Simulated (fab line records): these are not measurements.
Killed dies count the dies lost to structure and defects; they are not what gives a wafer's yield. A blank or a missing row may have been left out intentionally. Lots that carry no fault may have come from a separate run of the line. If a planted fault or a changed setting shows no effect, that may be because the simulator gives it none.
Comparing a struck lot with a sound one || flow sky130 || 21 steps out of a route of 708
Sound: wafers L106.1, L106.4, L106.6. Struck: wafers L119.3, L119.4, L119.6. The cause is given at the end.
For every step that has rows: the tool of each side, followed by ch and its chambers, followed by its first start. Under that, the readings that differ: sound wafers || struck wafers || difference of the means || sigmas: that difference in standard deviations of wafers without a fault.
alike: same words and numbers on both sides, and readings whose means sit less than 2 such deviations apart. not compared: any withheld reading, any reading some wafer has no value for, any bound like >300 that may hide the same value, and any number with overlapping values for which the record gives no deviation.
The two part at a step that has a row with sigmas, a row that says differs or no value, or rows on one side only. Non-overlapping numbers with no deviation appear without sigmas and do not part them. A reading missing from all wafers of one side parts the sides only when that side holds two or more wafers.

first, 1 step without rows for these wafers: SKY_RES_XHIGH_IMPLANT_07.
SKY_RES_XHIGH_STRIP_08: strips in O2/N2.
  sound on plasma asher-04 ch 0,1, day 28 00:32; struck on plasma asher-02 ch 0,1, day 30 22:26
  alike: drypump motor current A, oes product au, strip time to endpoint s
  not compared: rf hours counter h
SKY_RES_XHIGH_TW_MEAS_09:
  struck on film metro-01, day 30 22:31; sound on film metro-04, day 28 00:38
  alike: RES_XHIGH_TW
then, 7 steps without rows for these wafers: SKY_SD_N_DEHYDRATE_00 (time 60 s); SKY_SD_N_HMDS_01 (prime time 60 s); SKY_SD_N_COAT_02 (resist thk 1140 nm); SKY_SD_N_SOFTBAKE_03 (time 60 s); SKY_SD_N_EXPOSE_04 (exposes mask NSDM, target cd 380 nm); SKY_SD_N_PEB_05; SKY_SD_N_DEVELOP_06 (develop time 60 s).
SKY_SD_N_CD_MEAS_07: the cd target is 380 nm.
  struck on cd sem-02, day 32 01:35; sound on cd sem-01, day 29 04:44
  alike: cd nm
SKY_SD_N_OVL_MEAS_08:
  struck on overlay-01, day 32 01:41; sound on overlay-02, day 29 04:52
  alike: SD_N_OVL
SKY_SD_N_IMPLANT_09:
  sound on implanter-04 ch 0, day 29 04:54; struck on implanter-03 ch 0, day 32 01:45
{"reading": "beam on s (s)", "sound": "18.7 19.4 18.9", "struck": "9.8 10.3 10.2", "difference": -8.9, "sigmas": -14}
{"reading": "dose ions cm2", "sound": "4.009e+15 4.004e+15 4.01e+15", "struck": "1.092e+15 1.099e+15 1.089e+15", "difference": -2.914e+15, "sigmas": "-99 or more"}
{"reading": "end station pressure torr (Torr)", "sound": "1.18e-05 1.3e-05 1.31e-05", "struck": "9.7e-06 9.8e-06 9.6e-06", "difference": -2.9e-06, "sigmas": -4}
{"reading": "faraday current uA", "sound": "11721 11349 11628", "struck": "6172 5867 5931", "difference": -5576, "sigmas": -14}
following that, these wafers have no rows for 1 step: SKY_SD_N_IMPLANT_10.
SKY_SD_N_STRIP_11: strips in O2/N2.
  sound on plasma asher-01 ch 0,1, day 29 05:12; struck on plasma asher-04 ch 0,1, day 32 02:02
{"reading": "oes product au (a.u.)", "sound": "0.533 0.533 0.519", "struck": "0.596 0.598 0.596", "difference": "+0.068", "sigmas": "+16"}
{"reading": "strip time to endpoint s (s)", "sound": "22.53 22.51 22.53", "struck": "18.13 18.19 18.16", "difference": -4.36, "sigmas": "-99 or more"}
  alike: drypump motor current A
  not compared: rf hours counter h
SKY_SD_N_TW_MEAS_12:
  struck on film metro-03, day 32 02:07; sound on film metro-03, day 29 05:18
{"reading": "SD_N_TW", "sound": "3908 3907 3898", "struck": "3643 3667 3673", "difference": -243, "sigmas": -4}
then, 1 step without rows for these wafers: SKY_SD_N_CLEAN_13 (cleans in SC1/SC2, time 150 s).
SKY_SD_N_RTA_14: time 2 s.
  sound on rtp anneal-02 ch 0, day 29 05:25; struck on rtp anneal-02 ch 0, day 32 02:14
  alike: chamber o2 ppm, lamp power pct, wafer_temp_C_max
SKY_SD_N_RS_MEAS_16: measurement is done with a four-point probe.
  struck on film metro-04, day 32 02:25; sound on film metro-04, day 29 05:35
{"reading": "SD_N_RS (ohm/sq)", "sound": "68.74 68.44 68.54", "struck": "104.18 103.47 103.78", "difference": "+35.24", "sigmas": "+99 or more"}
SKY_SD_N_RS_MEAS_17: measurement is done with a four-point probe.
  struck on film metro-04, day 32 02:32; sound on film metro-04, day 29 05:43
  alike: SD_P_RS
-- a jump in the record: the struck wafers' starts before and after are 17 days apart (it breaks off in module SD_N and resumes in module PAD_OPEN, where the first step shown is number 708 of the route) --
SKY_PAD_OPEN_PROBE_99:
  struck on prober-02, day 48 18:22; sound on prober-02, day 46 13:09
{"reading": "model.etest.res ndiff.line ohm um", "sound": "743 738.1 747.8", "struck": "1059 1060 1050", "difference": "+313", "sigmas": ""}
{"reading": "model.etest.nfet g5v0d10v5.r on ohm um", "sound": "1881 1889 1886", "struck": "2097 2090 2083", "difference": "+205", "sigmas": ""}
{"reading": "model.etest.sonos uncharged.r on ohm um", "sound": "797.5 804 811.3", "struck": "971.4 962.6 969.5", "difference": "+163.6", "sigmas": ""}
{"reading": "model.etest.licon ndiff.rc ohm", "sound": "176.1 187.3 182.3", "struck": "298.6 293.2 296.8", "difference": "+114.3", "sigmas": ""}
{"reading": "model.etest.nfet_01v8.r on ohm um", "sound": "820.2 830 825.5", "struck": "932 937.2 916.3", "difference": "+103", "sigmas": ""}
{"reading": "model.etest.res ndiff hv.rs ohm sq", "sound": "112.9 112.6 112", "struck": "164.8 164.3 164.7", "difference": "+52.1", "sigmas": ""}
{"reading": "model.etest.res ndiff.rs ohm sq", "sound": "118.4 119.2 118.8", "struck": "169 167.9 168", "difference": "+50", "sigmas": ""}
{"reading": "model.etest.nfet_01v8_lvt.drive ua um", "sound": "579 576 579.8", "struck": "528.7 521.3 537.9", "difference": -49.0, "sigmas": ""}
  alike: killed_at_M0_to_M3, killed_at_M4_up, killed at contacts, killed at front end, killed at other, killed dies, killed open, killed short

== WHERE THEY PART ==
At SKY_SD_N_IMPLANT_09 first; at SKY_SD_N_RS_MEAS_16 last (within this record only). Later steps at which nothing parts them and some readings are alike: SKY_SD_N_RS_MEAS_17, SKY_PAD_OPEN_PROBE_99.

WHY: the cause the simulator had injected
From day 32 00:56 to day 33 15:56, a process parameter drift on implanter-03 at SKY_SD_N_IMPLANT_09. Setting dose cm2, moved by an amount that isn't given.
